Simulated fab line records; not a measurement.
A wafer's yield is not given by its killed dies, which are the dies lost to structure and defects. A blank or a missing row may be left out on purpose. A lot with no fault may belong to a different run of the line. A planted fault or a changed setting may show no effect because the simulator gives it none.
8D (eight disciplines) problem report, filled in by code -- flow gf180mcu -- the parts of the form that need people (team, actions taken, sign-off) are left out

## 1. WHAT IS WRONG
On 2 wafers of 1 lot, cd_nm at GF_M3_CD_MEAS_14 has a mean of 269.5 nm; fault-free wafers read 280.3 nm, standard deviation 1.3. Relative to the usual mean, that is a shift of -8.3 standard deviations.
The step: target cd 280 nm.
First observed at day 24 19:22: wafer L605.1, on cd_sem-01. At this step, 35 wafers from 12 lots have a number in the record. Rule for "out", or "out of limits": more than 4 standard deviations from the usual mean. All remaining wafers that have a number are taken as sound.

## 2. WHAT IT IS, AND WHAT IT ISN'T
question,is,is not
which readings at this step,cd_nm,-
which lots,L605,"L596, L597, L598, L600, L601, L602, L606, L612, L614, L617, L618"
which wafers of those lots,all that have a number,-
read on which gauges,cd_sem-01,cd_sem-02
when,from day 24 19:22,"up to then (18 sound wafers); but 15 sound wafers of L606, L612, L614, L617, L618 came after"

## 3. WHAT RULES OUT EACH SUSPECT
Counting: a tool at any process step up to the reading remains a suspect when it ran all the lots that are out and ran no sound lot after the first of those.
- the gauge at GF_M3_CD_MEAS_14 has been ruled out. All the wafers that are out were read on cd_sem-01, but those of them that GF_M3_EXPOSE_11 has rows for are out there too, on other tools.
- pvd_sputter-04 at GF_M3_SPUTTER_04 (material TiN, target thk 50 nm, time 41.7 s): ruled out as a lasting fault. Following L605 (day 23 21:40), the first lot on it that is out, the sound lots L606, L614, L618 were run on it.
- krf_scanner-02 at GF_M3_EXPOSE_11 (exposes mask Metal3, target cd 280 nm): kept. It ran the lot that is out, L605 (day 24 09:10), and no sound lot after that; its last sound lot up to then is L602 (day 23 00:48). Its own exposure_dose_mJ_cm2 readings are out on those wafers.
After counting, what remains is krf_scanner-02 at GF_M3_EXPOSE_11.

## 4. THE CAUSE (what the simulator had put in)
Process parameters drifting: krf_scanner-02 at GF_M3_EXPOSE_11, beginning at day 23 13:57. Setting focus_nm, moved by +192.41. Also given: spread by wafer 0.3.
Counting left only this tool.

## 5. SEQUENCE OF EFFECTS, ordered by route
Each row: a reading whose mean over the struck wafers that have a number lies more than 3 standard deviations from the usual. Scope: only readings with a usual standard deviation given in the record; hours: median across lots of the time from each lot's start at the first step in this table that gives one to its start at this step; sigmas: change in usual standard deviations.
hours,step,reading,usual,on struck wafers,change,sigmas
0,GF_M3_EXPOSE_11,exposure_dose_mJ_cm2,27.957,27.640,-0.317,-12
10,GF_M3_CD_MEAS_14,cd_nm,280.3 nm,269.5,-10.8,-8.3
The process steps in it:
- GF_M3_EXPOSE_11: exposes mask Metal3, target cd 280 nm.

## 6. WHAT WOULD HAVE CAUGHT IT SOONER
The first out-of-limits reading at a measuring or inspecting step in this record came at day 24 19:22, 29 hours after the fault's start at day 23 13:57.
Tool's own readings at GF_M3_EXPOSE_11, exposure_dose_mJ_cm2: out on all struck wafers the step has rows for; an alarm limit on them would have tripped on the first.
Each of the lots that are out, 1 in all, had begun GF_M3_EXPOSE_11 on krf_scanner-02 no later than day 24 19:22. Holding the tool at that point would not have protected any of them.
